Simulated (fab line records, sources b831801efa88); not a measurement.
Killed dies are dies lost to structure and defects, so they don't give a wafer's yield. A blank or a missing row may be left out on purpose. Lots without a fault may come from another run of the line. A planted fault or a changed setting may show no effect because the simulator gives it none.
A struck lot beside a sound one | flow sfq_line | 28 steps out of a route of 325
Sound: wafers L232.1, L232.4, L232.6. Struck: wafer L231.1. (L231.6 of the same lot was not struck and is left out.) The cause comes at the end.
At each step with rows: each side's tool, then ch and its chambers, then its first start. Under that, the readings that differ: sound wafers | struck wafers | difference of the means | sigmas: that difference in standard deviations of wafers without a fault.
alike: readings whose means differ by less than 2 such deviations, and words and numbers that are the same on both sides. not compared: withheld readings, readings that some wafer has no value for, bounds like >300 that may hide the same value, and numbers for which the record gives no deviation and whose values overlap.
The two part at a step that has a row with sigmas, a row that says differs or no value, or rows on one side only. Numbers that don't overlap but have no deviation are shown without sigmas and don't part them. A reading that every wafer of one side lacks parts them only if that side has two wafers or more.

first, 6 steps without rows for these wafers: SFQ_TRILAYER_M2_LITHO_COAT_062 (resist thk 62 nm); SFQ_TRILAYER_M2_LITHO_COAT_057 (resist thk 600 nm); SFQ_TRILAYER_M2_LITHO_SOFTBAKE_061; SFQ_TRILAYER_M2_LITHO_EXPOSE_058 (exposes mask M2, target cd 500 nm); SFQ_TRILAYER_M2_LITHO_PEB_060 (peb time 60 s); SFQ_TRILAYER_M2_LITHO_DEVELOP_059 (time 60 s).
SFQ_M2_OVL_MEAS_916:
  sound on overlay-02, day 26 07:49; struck on overlay-01, day 25 19:13
  reading     | sound  | struck | difference | sigmas
  M2_OVL (nm) | 5 10 0 | -6     | -11        | -2
then, 1 step without rows for these wafers: SFQ_TRILAYER_M2_BARC_OPEN_METAL_ETCH_077 (etches BARC in O2, target depth 125 nm, time 41.7 s).
SFQ_TRILAYER_M2_ETCH_METAL_ETCH_060: etches Nb in Cl2/Ar, stops on SiO2, target depth 240 nm, time 120 s.
  sound on rie_metal-03 ch 0,1, day 26 07:56; struck on rie_metal-03 ch 0, day 25 19:19
  alike: drypump_motor_current_A, he_backside_leak_sccm, oes_product_au
  not compared: rf_hours_counter_h
SFQ_TRILAYER_M2_STRIP_STRIP_061: strips in O2.
  sound on rie_metal-03 ch 0,1, day 26 08:06; struck on rie_metal-03 ch 0, day 25 19:26
  reading               | sound             | struck | difference | sigmas
  oes_product_au (a.u.) | 0.990 0.991 1.017 | 0.975  | -0.024     | -2
  alike: drypump_motor_current_A, he_backside_leak_sccm
  not compared: rf_hours_counter_h
then, 2 steps without rows for these wafers: SFQ_TRILAYER_M2_STRIP_SOLV_CLEAN_062 (cleans in NMP, time 600 s); SFQ_TRILAYER_I2_DEP_PECVD_063 (deposits SiO2 from SiH4/N2O, time 111.11 s, target thk 500 nm).
SFQ_TRILAYER_I2_CMP_CMP_064: polishes SiO2.
  sound on cmp-02 ch 0,2, day 26 21:47; struck on cmp-01 ch 1, day 26 11:11
  reading                                             | sound           | struck | difference | sigmas
  time_to_endpoint_s (s)                              | 183 210 206     | 227    | +27        | +2
  model.SiO2_of_TRILAYER_I2_DEP_PECVD_063.thk_nm (nm) | 196.1 199.8 199 | 180.4  | -17.9      |
  alike: motor_current_A
SFQ_I2_BOW_MEAS_917:
  sound on film_metro-04, day 27 00:47; struck on film_metro-03, day 26 13:11
  alike: I2_BOW
SFQ_TRILAYER_I2_METRO_MEASURE_065:
  sound on film_metro-04, day 27 00:55; struck on film_metro-03, day 26 13:19
  reading     | sound             | struck | difference | sigmas
  thk_nm (nm) | 196.2 199.7 199.2 | 180.5  | -17.9      | -12
then, 6 steps without rows for these wafers: SFQ_TRILAYER_I2_VIA_LITHO_COAT_072 (resist thk 62 nm); SFQ_TRILAYER_I2_VIA_LITHO_COAT_067 (resist thk 650 nm); SFQ_TRILAYER_I2_VIA_LITHO_SOFTBAKE_071; SFQ_TRILAYER_I2_VIA_LITHO_EXPOSE_068 (exposes mask I2, target cd 500 nm); SFQ_TRILAYER_I2_VIA_LITHO_PEB_070 (peb time 60 s); SFQ_TRILAYER_I2_VIA_LITHO_DEVELOP_069 (time 60 s).
-- the record jumps here: 6 days lie between the struck wafers' starts before and after --
SFQ_I2_OVL_MEAS_918:
  sound on overlay-01, day 33 03:16; struck on overlay-02, day 32 16:28
  alike: I2_OVL
SFQ_TRILAYER_I2_VIA_BARC_OPEN_VIA_ETCH_096: etches BARC in O2, target depth 125 nm, time 41.7 s.
  sound on rie_diel-03 ch 1,2,3, day 33 03:18; struck on rie_diel-02 ch 1, day 32 16:30
  reading               | sound             | struck | difference | sigmas
  oes_product_au (a.u.) | 0.689 0.688 0.690 | 0.677  | -0.012     | -3
  alike: drypump_motor_current_A
  not compared: rf_hours_counter_h
SFQ_TRILAYER_I2_VIA_ETCH_VIA_ETCH_070: etches SiO2 in CHF3, stops on Nb, target depth 260 nm.
  sound on rie_diel-03 ch 1,2,3, day 33 03:20; struck on rie_diel-02 ch 1, day 32 16:32
  reading                        | sound             | struck | difference | sigmas
  oes_product_au (a.u.)          | 0.847 0.841 0.856 | 0.808  | -0.040     | -6
  model.I2.feature_depth_nm (nm) | 196.1 199.8 199   | 180.4  | -17.9      |
  model.etch.depth_nm (nm)       | 196.1 199.8 199   | 180.4  | -17.9      |
  alike: drypump_motor_current_A
SFQ_TRILAYER_I2_VIA_STRIP_STRIP_071: strips in O2.
  sound on rie_metal-02 ch 0, day 33 03:27; struck on rie_metal-02 ch 1, day 32 16:39
  alike: drypump_motor_current_A, he_backside_leak_sccm, oes_product_au
  not compared: rf_hours_counter_h
then, 1 step without rows for these wafers: SFQ_TRILAYER_I2_VIA_STRIP_SOLV_CLEAN_072 (cleans in NMP, time 600 s).
SFQ_TRILAYER_M3_DEP_PRE_CLEAN_074: time 22.5 s.
  sound on pvd_sputter-06, day 33 04:13; struck on pvd_sputter-03, day 32 17:25
  reading                                             | sound             | struck | difference | sigmas
  model.SiO2_of_TRILAYER_I2_DEP_PECVD_063.thk_nm (nm) | 188.6 192.3 191.5 | 172.9  | -17.9      |
  alike: bias_v
SFQ_TRILAYER_M3_DEP_SPUTTER_073: material Nb, target thk 200 nm, time 133.3 s.
  sound on pvd_sputter-06, day 33 04:15; struck on pvd_sputter-03, day 32 17:27
  alike: cathode_dc_power_W, resputter_cathode_voltage_v, substrate_temp_c, throttle_valve_pct

WHERE THEY PART
First at SFQ_M2_OVL_MEAS_916; last, within this record, at SFQ_TRILAYER_I2_VIA_ETCH_VIA_ETCH_070. Later steps at which nothing parts them and some readings are alike: SFQ_TRILAYER_I2_VIA_STRIP_STRIP_071, SFQ_TRILAYER_M3_DEP_PRE_CLEAN_074, SFQ_TRILAYER_M3_DEP_SPUTTER_073.

WHY: what the simulator had put in
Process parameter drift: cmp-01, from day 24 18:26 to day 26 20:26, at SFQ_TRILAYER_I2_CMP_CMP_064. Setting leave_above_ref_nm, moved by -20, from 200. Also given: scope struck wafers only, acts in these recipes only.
